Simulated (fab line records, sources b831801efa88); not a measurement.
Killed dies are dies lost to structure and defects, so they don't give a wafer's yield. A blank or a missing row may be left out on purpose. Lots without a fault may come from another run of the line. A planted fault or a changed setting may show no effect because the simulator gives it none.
Chamber matching | flow sky130 | SKY_VIA2_CMP_24 on cmp-02: 4 sister chambers
The step polishes, stops on SiO2, t overpolish 20 s, target thk 0 nm. 8 wafers are shown with their chamber, then 12 later ones without.

WAFERS WITH THEIR CHAMBER
wafer  | chamber | motor_current_A (A) | time_to_endpoint_s (s)
L088.2 | 3       | 12.9                | 107
L088.3 | 2       | 14.0                | 99
L088.4 | 1       | 9.5                 | 107
L089.5 | 1       | 9.1                 | 104
L089.6 | 2       | 14.0                | 96
L090.1 | 0       | 11.1                | 103
L090.4 | 3       | 12.2                | 113
L090.5 | 0       | 10.5                | 98

WAFERS WITHOUT THEIR CHAMBER
wafer  | motor_current_A (A) | time_to_endpoint_s (s)
L091.2 | 12.8                | 104
L091.4 | 13.3                | 101
L091.6 | 14.1                | 99
L092.1 | 10.7                | 96
L092.2 | 12.4                | 108
L092.4 | 9.1                 | 108
L094.2 | 11.0                | 97
L094.3 | 9.8                 | 110
L094.5 | 14.5                | 96
L097.2 | 14.4                | 95
L097.3 | 9.5                 | 103
L097.4 | 10.8                | 90

WHICH CHAMBER EACH WENT THROUGH
wafer  | from the rows above     | in truth
L091.2 | can't be placed: 3 or 2 | 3
L091.4 | can't be placed: 2 or 3 | 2
L091.6 | 2                       | 2
L092.1 | 0                       | 0
L092.2 | 3                       | 3
L092.4 | 1                       | 1
L094.2 | 0                       | 0
L094.3 | 1                       | 1
L094.5 | 2                       | 2
L097.2 | 2                       | 2
L097.3 | 1                       | 1
L097.4 | 0                       | 0
Placed correctly: 10 of 12. Can't be placed from these rows: 2 (the true chamber is among the candidates in 2). Placed wrongly: 0.
How it was worked out, from the rows above alone: a wafer's distance from a chamber is the root of the sum, over the readings, of the square of ((its reading less the chamber's mean) divided by the reading's scatter). The wafer belongs to the nearest chamber; if the next one is less than 2 further off, it can't be placed. A chamber's mean is the mean of its shown wafers. The scatter: the root of (the sum of the squares of (reading less its chamber's mean) over the shown wafers, divided by (wafers less chambers)).
